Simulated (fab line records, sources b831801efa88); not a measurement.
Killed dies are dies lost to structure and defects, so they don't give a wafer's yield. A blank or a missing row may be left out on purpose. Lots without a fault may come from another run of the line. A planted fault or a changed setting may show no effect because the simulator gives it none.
One fault seen from 2 desks | flow sky130 | each desk has only its own numbers; what lay behind them comes last

THE METROLOGY DESK
What the gauges read, lot by lot, whatever tool the lot ran on: means of the sampled wafers that have a number. A lot is out of limits, marked OUT, if its mean lies more than 4 standard deviations from the usual mean; the brackets give that distance.
Columns: A = LI_CONTACT_OVL at SKY_LI_CONTACT_OVL_MEAS_13, usual 1 nm; B = cd_nm at SKY_LOCAL_INTERCONNECT_CD_MEAS_11, usual 170.4 nm
lot  | first seen here | A  | B
L709 | day 29 20:50    | 12 | 171.0
L712 | day 30 11:08    | 0  | 169.6
L713 | day 30 15:37    | 3  | 173.1
L714 | day 30 21:08    | 8  | 170.2
L716 | day 31 14:31    | -3 | 170.6
L717 | day 31 19:01    | 6  | 168.5
L721 | day 33 02:11    | 8  | 172.2
L722 | day 33 10:25    | -3 | 169.6
L725 | day 34 08:53    | -6 | 168.9
L728 | day 35 05:19    | 5  | 145.8 (-15) OUT
L729 | day 35 17:02    | 3  | 149.1 (-13) OUT
L731 | day 36 02:13    | -2 | 166.8
This desk's finding: out of limits on L728, L729; first on L728, day 36 08:21 (cd_nm at SKY_LOCAL_INTERCONNECT_CD_MEAS_11). In limits: L709, L712, L713, L714, L716, L717, L721, L722, L725, L731.

THE TOOL OWNER'S DESK: krf_scanner-02
The tool's own readings at SKY_LOCAL_INTERCONNECT_EXPOSE_08 (exposes mask LI1M, target cd 170 nm): means of the sampled wafers that have a number, for each lot that ran on this tool. A lot is out of limits, marked OUT, if its mean lies more than 4 standard deviations from the usual mean; the brackets give that distance.
Columns: A = exposure_dose_mJ_cm2 at SKY_LOCAL_INTERCONNECT_EXPOSE_08, usual 28.002
lot  | first seen here | A
L713 | day 31 06:49    | 28.016
L714 | day 31 13:40    | 28.003
L716 | day 32 04:28    | 27.994
L721 | day 33 17:11    | 28.008
L728 | day 35 19:51    | 27.356 (-25) OUT
L729 | day 36 07:24    | 27.373 (-24) OUT
This desk's finding: out of limits on L728, L729; first on L728, day 35 19:51 (exposure_dose_mJ_cm2 at SKY_LOCAL_INTERCONNECT_EXPOSE_08). In limits: L713, L714, L716, L721.

PUT TOGETHER
The tool owner's desk could have raised an alarm at day 35 19:51, on L728, L729.
The metrology desk could have raised an alarm at day 36 08:21, on L728, L729.
Of the lots named, all ran SKY_LOCAL_INTERCONNECT_EXPOSE_08 on krf_scanner-02.

WHAT THE SIMULATOR HAD PUT IN
Process parameter drift: krf_scanner-02, from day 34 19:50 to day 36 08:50, at SKY_LOCAL_INTERCONNECT_EXPOSE_08. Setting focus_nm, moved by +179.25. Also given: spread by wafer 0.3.
Lots struck among those shown: L728, L729.
Hours from the fault's start to each desk's first reading out of limits: the tool owner's desk, 24; the metrology desk, 37.
